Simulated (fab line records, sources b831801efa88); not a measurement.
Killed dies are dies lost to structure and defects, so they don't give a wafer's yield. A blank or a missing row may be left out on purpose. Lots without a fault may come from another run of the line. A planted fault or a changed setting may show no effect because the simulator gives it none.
fab line records | flow gf180mcu
record lots=11 wafers=33 last_day=34
route steps=602 shown STI@14 DNWELL@41 LVPWELL@64 VT_IMPLANT@110
lots that met no fault: from a run of the same line without faults
start_h: hours from the record's first day to the start of the lot's first wafer shown | wait_h: hours since the lot's step before | " the same as in the row above | L1.1+2: a row that stands for several wafers | - no value, or no start given | * or withheld: withheld | < > ~ a bound
route shown NAME@n: a module of which the file shows steps, and the number in the route of the first | usual: mean/standard deviation of fault-free wafers | same: alike in all rows | chamber/n: place in a boat | sites: the reading at each site | _std_site: their standard deviation | _edge_site: outer sites' mean less inner sites' | radius_mm: how far each site lies from the wafer's centre | mask NAME#n: copy n | behind: the tool/chamber that last shaped the wafer | hold: why the lot was held/for how many hours/how that ended | device: the transistor (n, p or np) that didn't switch | end of line: the same wafers' tests at the end of the route | a step without rows: its recipe alone | killed: dies lost to structure and defects at the first sort, not the wafer's yield | map: a wafer's dies, x killed, . not, _ none there
set.NAME: the setting as run; set.NAME@STEP: as run at that earlier step | model.NAME: the simulator's own value behind a step, which no gauge read
steps of the route over a sample of lots; a table a step, a row a wafer
services: from which hour (start_h, from the record's first day; less than 0 if before it) a tool's chamber was out of use, for how many hours, and why
## steps
# step GF_STI_ETCH_13
# recipe chemistry=CHF3/O2 stop_on=Si over_etch_frac=0.3 target_depth_a=2823.1 source_w=600 bias_w=200 pressure_mtorr=40 chf3_flow_sccm=50 O2_flow_sccm=5 time_s=112.9
# usual chf3_flow_sccm=50.01/0.16 drypump_motor_current_A=5.5/0.43 oes_product_au=0.835/0.0054 run_length_s=141.3/0.49 throttle_valve_pct=8.811/0.0096
# columns lot.wafer tool chamber start_h wait_h chf3_flow_sccm drypump_motor_current_A oes_product_au rf_hours_counter_h run_length_s throttle_valve_pct
L956.1 rie_diel-03 1 30.37 0.1 50.01 5.3 0.828 0 141.4 8.817
L956.3 " 0 " " 49.96 5.3 0.819 10 141.2 8.818
L956.5 " 2 " " 49.88 4.7 0.831 - 140.4 8.794
L958.1 rie_diel-04 0 43.12 0.1 50.00 6.3 0.833 91 140.7 8.809
L958.2 " 2 " " 50.16 5.7 0.832 16 141.2 8.813
L958.4 " 3 " " 50.17 6.1 0.832 63 141.3 8.807
L960.1 rie_diel-02 2 50.92 0.1 50.19 5.6 0.839 59 141.8 8.807
L960.4 " 1 " " 50.24 5.7 0.836 - 141.6 8.831
L960.6 " 2 " " 49.98 5.6 0.833 - 140.8 8.802
L964.4 rie_diel-04 0 71.96 0.0 50.16 6.3 0.841 92 140.4 8.807
L964.5 " 3 " " 49.93 6.1 0.834 - 141.4 8.808
L964.6 " 2 " " 50.03 5.7 0.831 - 141.5 8.815
L967.4 rie_diel-02 1 87.52 0.0 50.02 5.7 0.837 82 142.1 8.824
L967.5 " 0 " " 49.95 4.9 0.839 - 140.5 8.819
L967.6 " 3 " " 49.76 5.6 0.841 - 141.7 8.815
L969.1 rie_diel-02 1 97.31 0.1 50.39 5.7 0.824 82 141.8 8.818
L969.3 " 3 " " 50.29 5.6 0.831 10 141.6 8.821
L969.4 " 2 " " 49.78 5.6 0.830 60 141.4 8.802
L971.4 rie_diel-02 2 107.36 0.0 49.74 5.6 0.825 61 141.2 8.828
L971.5 " 0 " " 50.09 4.9 0.838 - 140.5 8.820
L971.6 " 3 " " 49.70 5.6 0.838 - 141.8 8.821
L975.1 rie_diel-02 2 128.26 0.1 50.01 5.6 0.967 61 126.5 8.820
L975.2 " 3 " " 50.27 5.6 0.968 11 126.7 8.868
L975.4 " 1 " " 50.04 5.7 0.980 83 126.7 8.842
L976.1 rie_diel-02 2 133.73 0.1 49.99 5.6 0.971 62 126.1 8.856
L976.2 " 0 " " 50.29 4.9 0.971 19 125.4 8.843
L976.3 " 1 " " 49.85 5.7 0.969 83 126.9 8.848
L977.2 rie_diel-04 1 138.82 0.1 49.95 5.3 0.837 65 141.8 8.812
L977.3 " 0 " " 49.94 6.3 0.837 93 140.5 8.804
L977.6 " 2 " " 50.06 5.7 0.837 - 141.4 8.818
L978.1 rie_diel-04 3 144.46 0.1 49.92 6.1 0.839 66 141.3 8.804
L978.2 " 0 " " 49.86 6.3 0.838 93 141.0 8.820
L978.3 " 1 " " 50.23 5.3 0.837 65 142.3 8.832
# step GF_STI_STRIP_15
# recipe chemistry=O2/N2 power_w=1400 pressure_mtorr=1500 platen_temp_c=250 o2_flow_sccm=3000 n2_flow_sccm=300 overash_fraction=0.5
# usual drypump_motor_current_A=6.2/0.38 heater_power_w=339/47 oes_product_au=0.384/0.0045 strip_time_to_endpoint_s=3.73/0.032
# columns lot.wafer tool chamber start_h wait_h drypump_motor_current_A heater_power_w oes_product_au rf_hours_counter_h strip_time_to_endpoint_s
L956.1 plasma_asher-02 0 30.53 0.0 6.8 305 0.382 39 3.75
L956.3 " 0 " " 6.7 309 0.386 - 3.73
L956.5 " 0 " " 6.7 303 0.381 - 3.73
L958.1 plasma_asher-04 0 43.28 0.0 6.1 349 0.387 38 3.78
L958.2 " 1 " " 6.1 394 0.379 38 3.73
L958.4 " 0 " " 6.1 341 0.378 - 3.75
L960.1 plasma_asher-04 1 51.08 0.0 6.1 396 0.382 39 3.74
L960.4 " 0 " " 6.1 343 0.386 - 3.69
L960.6 " 1 " " 6.1 403 0.392 - 3.74
L964.4 plasma_asher-01 1 72.15 0.0 6.6 261 0.393 - 3.75
L964.5 " 1 " " 6.6 270 0.390 - 3.76
L964.6 " 0 " " 6.2 380 0.385 - 3.70
L967.4 plasma_asher-01 1 87.71 0.0 6.6 268 0.376 - 3.68
L967.5 " 1 " " 6.6 267 0.384 - 3.70
L967.6 " 0 " " 6.2 386 0.383 - 3.69
L969.1 plasma_asher-02 1 97.47 0.0 5.5 341 0.391 46 3.74
L969.3 " 0 " " 6.7 309 0.380 - 3.73
L969.4 " 1 " " 5.5 335 0.385 - 3.73
L971.4 plasma_asher-04 0 107.55 0.0 6.1 351 0.386 - 3.75
L971.5 " 0 " " 6.1 340 0.393 - 3.76
L971.6 " 1 " " 6.1 395 0.382 - 3.71
L975.1 plasma_asher-01 0 128.42 0.0 6.2 390 0.392 32 4.10
L975.2 " 1 " " 6.6 270 0.402 32 4.06
L975.4 " 1 " " 6.6 266 0.402 - 4.07
L976.1 plasma_asher-01 0 133.88 0.0 6.2 386 0.398 32 4.10
L976.2 " 1 " " 6.6 272 0.398 32 4.10
L976.3 " 1 " " 6.6 269 0.398 - 4.08
L977.2 plasma_asher-02 1 138.98 0.0 5.4 351 0.387 2 3.73
L977.3 " 1 " " 5.4 340 0.391 - 3.77
L977.6 " 1 " " 5.4 353 0.383 - 3.72
L978.1 plasma_asher-01 1 144.62 0.0 6.6 271 0.390 33 3.79
L978.2 " 0 " " 6.2 390 0.375 33 3.71
L978.3 " 1 " " 6.6 269 0.384 - 3.71
# step GF_DNWELL_TW_MEAS_09
# usual DNWELL_TW=1348/10
# columns lot.wafer tool chamber start_h wait_h DNWELL_TW
L956.1 film_metro-01 - 49.90 0.1 1347
L956.3 " - " " 1347
L956.5 " - " " 1351
L958.1 film_metro-03 - 60.03 0.1 1341
L958.2 " - " " 1340
L958.4 " - " " 1343
L960.1 film_metro-01 - 69.29 0.1 1334
L960.4 " - " " 1342
L960.6 " - " " 1345
L964.4 film_metro-01 - 92.53 0.1 1350
L964.5 " - " " 1353
L964.6 " - " " 1354
L967.4 film_metro-01 - 106.52 0.1 1359
L967.5 " - " " 1349
L967.6 " - " " 1353
L969.1 film_metro-01 - 116.84 0.1 1357
L969.3 " - " " 1365
L969.4 " - " " 1358
L971.4 film_metro-01 - 126.77 0.1 1354
L971.5 " - " " 1353
L971.6 " - " " 1350
L975.1 film_metro-01 - 147.83 0.1 1353
L975.2 " - " " 1354
L975.4 " - " " 1350
L976.1 film_metro-03 - 154.95 0.1 1339
L976.2 " - " " 1330
L976.3 " - " " 1342
L977.2 film_metro-03 - 160.19 0.1 1351
L977.3 " - " " 1350
L977.6 " - " " 1350
L978.1 film_metro-04 - 166.24 0.1 1349
L978.2 " - " " 1354
L978.3 " - " " 1349
# step GF_LVPWELL_STRIP_10
# recipe chemistry=O2/N2 power_w=1400 pressure_mtorr=1500 platen_temp_c=250 o2_flow_sccm=3000 n2_flow_sccm=300 overash_fraction=0.5
# usual drypump_motor_current_A=5.8/0.64 heater_power_w=346/44 oes_product_au=0.722/0.0048 strip_time_to_endpoint_s=36.92/0.083
# columns lot.wafer tool chamber start_h wait_h drypump_motor_current_A heater_power_w oes_product_au rf_hours_counter_h strip_time_to_endpoint_s
L956.1 plasma_asher-04 1 76.68 0.1 6.1 403 0.721 42 36.95
L956.3 " 1 " " 6.1 397 0.727 - 36.96
L956.5 " 1 " " 6.1 389 0.725 - 36.96
L958.1 plasma_asher-01 0 87.26 0.1 6.2 386 0.722 27 36.81
L958.2 " 1 " " 6.6 264 0.731 27 36.90
L958.4 " 0 " " 6.3 390 0.717 - 36.94
L960.1 plasma_asher-03 0 97.29 0.1 5.2 281 0.712 45 36.85
L960.4 " 0 " " 5.2 285 0.724 - 36.85
L960.6 " 1 " " 4.6 360 0.731 - 36.93
L964.4 plasma_asher-03 1 121.66 0.1 4.6 359 0.719 - 36.87
L964.5 " 1 " " 4.6 361 0.721 - 36.89
L964.6 " 0 " " 5.2 285 0.723 - 37.03
L967.4 plasma_asher-01 0 137.09 0.1 6.2 389 0.717 - 36.93
L967.5 " 1 " " 6.6 270 0.725 - 36.97
L967.6 " 0 " " 6.2 379 0.729 - 36.99
L969.1 plasma_asher-04 1 147.78 0.1 6.1 388 0.722 49 36.99
L969.3 " 0 " " 6.1 350 0.726 - 36.89
L969.4 " 1 " " 6.1 387 0.719 - 36.84
L971.4 plasma_asher-04 1 157.74 0.1 6.1 399 0.723 - 36.99
L971.5 " 1 " " 6.1 388 0.725 - 36.99
L971.6 " 0 " " 6.1 345 0.723 - 36.91
L975.1 plasma_asher-03 0 180.14 0.1 5.2 287 0.728 54 36.88
L975.2 " 1 " " 4.6 370 0.721 54 36.84
L975.4 " 1 " " 4.6 368 0.725 - 36.87
L976.1 plasma_asher-03 1 187.61 0.1 4.6 370 0.724 55 36.86
L976.2 " 0 " " 5.2 279 0.727 55 37.01
L976.3 " 0 " " 5.2 281 0.719 - 37.04
L977.2 plasma_asher-04 1 192.68 0.1 6.1 384 0.735 54 36.81
L977.3 " 1 " " 6.1 394 0.721 - 36.89
L977.6 " 1 " " 6.1 389 0.722 - 36.88
L978.1 plasma_asher-04 0 200.06 0.1 6.1 335 0.723 55 36.77
L978.2 " 1 " " 6.1 390 0.726 55 36.89
L978.3 " 0 " " 6.1 346 0.719 - 36.86
# step GF_VT_IMPLANT_STRIP_20
# recipe chemistry=O2/N2 power_w=1400 pressure_mtorr=1500 platen_temp_c=250 o2_flow_sccm=3000 n2_flow_sccm=300 overash_fraction=0.5
# usual drypump_motor_current_A=5.8/0.63 heater_power_w=348/34 oes_product_au=0.716/0.0043 strip_time_to_endpoint_s=12.630/0.03
# columns lot.wafer tool chamber start_h wait_h drypump_motor_current_A heater_power_w oes_product_au rf_hours_counter_h strip_time_to_endpoint_s
L956.1 plasma_asher-04 1 132.69 0.1 6.1 387 0.721 47 12.662
L956.3 " 0 " " 6.1 348 0.718 - 12.646
L956.5 " 1 " " 6.1 397 0.715 - 12.683
L958.1 plasma_asher-03 0 146.19 0.1 5.2 277 0.717 50 12.614
L958.2 " 1 " " 4.7 363 0.717 50 12.600
L958.4 " 1 " " 4.6 365 0.717 - 12.618
L960.1 plasma_asher-03 0 157.86 0.1 5.2 293 0.708 51 12.668
L960.4 " 0 " " 5.2 283 0.714 - 12.633
L960.6 " 0 " " 5.2 282 0.713 - 12.621
L964.4 plasma_asher-04 0 185.37 0.1 6.1 339 0.718 - 12.594
L964.5 " 0 " " 6.1 350 0.715 - 12.611
L964.6 " 1 " " 6.1 395 0.706 - 12.579
L967.4 plasma_asher-02 1 202.33 0.1 5.4 345 0.715 - 12.655
L967.5 " 0 " " 6.7 320 0.717 - 12.630
L967.6 " 1 " " 5.4 345 0.719 - 12.625
L969.1 plasma_asher-04 0 214.84 0.1 6.1 353 0.712 56 12.584
L969.3 " 0 " " 6.1 350 0.713 - 12.601
L969.4 " 1 " " 6.1 397 0.716 - 12.544
L971.4 plasma_asher-04 1 225.64 0.1 6.1 391 0.715 - 12.621
L971.5 " 1 " " 6.1 399 0.711 - 12.654
L971.6 " 0 " " 6.1 347 0.713 - 12.664
L975.1 plasma_asher-03 1 250.29 0.1 4.6 367 0.714 62 12.617
L975.2 " 0 " " 5.2 277 0.717 62 12.640
L975.4 " 1 " " 4.6 360 0.714 - 12.624
L976.1 plasma_asher-04 1 260.46 0.1 6.1 386 0.716 61 12.635
L976.2 " 0 " " 6.1 347 0.720 61 12.588
L976.3 " 0 " " 6.1 345 0.717 - 12.589
L977.2 plasma_asher-04 1 265.71 0.1 6.1 385 0.716 61 12.630
L977.3 " 1 " " 6.1 394 0.709 - 12.641
L977.6 " 0 " " 6.1 348 0.709 - 12.681
L978.1 plasma_asher-02 1 274.89 0.1 5.4 355 0.720 17 12.631
L978.2 " 0 " " 6.7 328 0.704 17 12.620
L978.3 " 0 " " 6.7 329 0.721 - 12.572
## services
# columns tool chamber start_h hours kind
plasma_asher-01 - 10.15 13.7 repair
rie_diel-04 - 22.13 15.6 pm
rie_diel-02 3 46.26 9.0 repair
rie_diel-03 0 47.97 5.8 repair
rie_diel-04 0 48.34 12.1 repair
plasma_asher-03 - 57.90 0.4 repair
plasma_asher-01 - 60.39 2.8 pm
rie_diel-02 2 67.38 2.5 repair
plasma_asher-02 - 108.75 9.0 pm
plasma_asher-02 0 108.75 9.0 vent_cycle
plasma_asher-02 1 108.75 9.0 vent_cycle
plasma_asher-03 - 110.88 0.5 repair
plasma_asher-02 0 117.75 - clean
plasma_asher-01 - 174.08 3.6 repair
plasma_asher-01 - 178.11 14.2 repair
plasma_asher-02 - 183.95 2.8 pm
rie_diel-04 - 193.46 2.8 pm
plasma_asher-01 - 196.50 3.9 repair
rie_diel-03 - 204.73 14.6 pm
rie_diel-02 - 217.49 0.5 repair
rie_diel-03 2 226.72 4.8 repair
rie_diel-03 2 233.20 13.4 repair
rie_diel-02 3 238.82 6.0 repair
rie_diel-03 - 240.21 2.8 pm
## key
first_sign step=GF_STI_ETCH_13 reading=run_length_s direction=down sigmas=31 usual=* struck=*
effect step=GF_STI_ETCH_13 reading=oes_product_au direction=up sigmas=25 usual=0.835 struck=0.971
effect step=GF_STI_STRIP_15 reading=strip_time_to_endpoint_s direction=up sigmas=11 usual=* struck=*
met_at GF_STI_ETCH_13
struck_lots L975,L976
tester_left_out L975,L976
not_acting_at GF_DNWELL_TW_MEAS_09,GF_LVPWELL_STRIP_10,GF_VT_IMPLANT_STRIP_20
onset_between 107.36 128.26
fault kind=process_parameter_drift tool=rie_diel-02 chamber=- onset_h=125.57 steps=GF_STI_ETCH_13 channel=time_s offset=* shape=step end_h=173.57 acts_in=* stated=*
# tester_left_out: of these lots the tester's yield and bins aren't shown, on N5 and GAA mostly nor the transistor test; their killed dies are dies lost to structure and defects alone, not to doping, threshold or leakage, so they don't give the yield
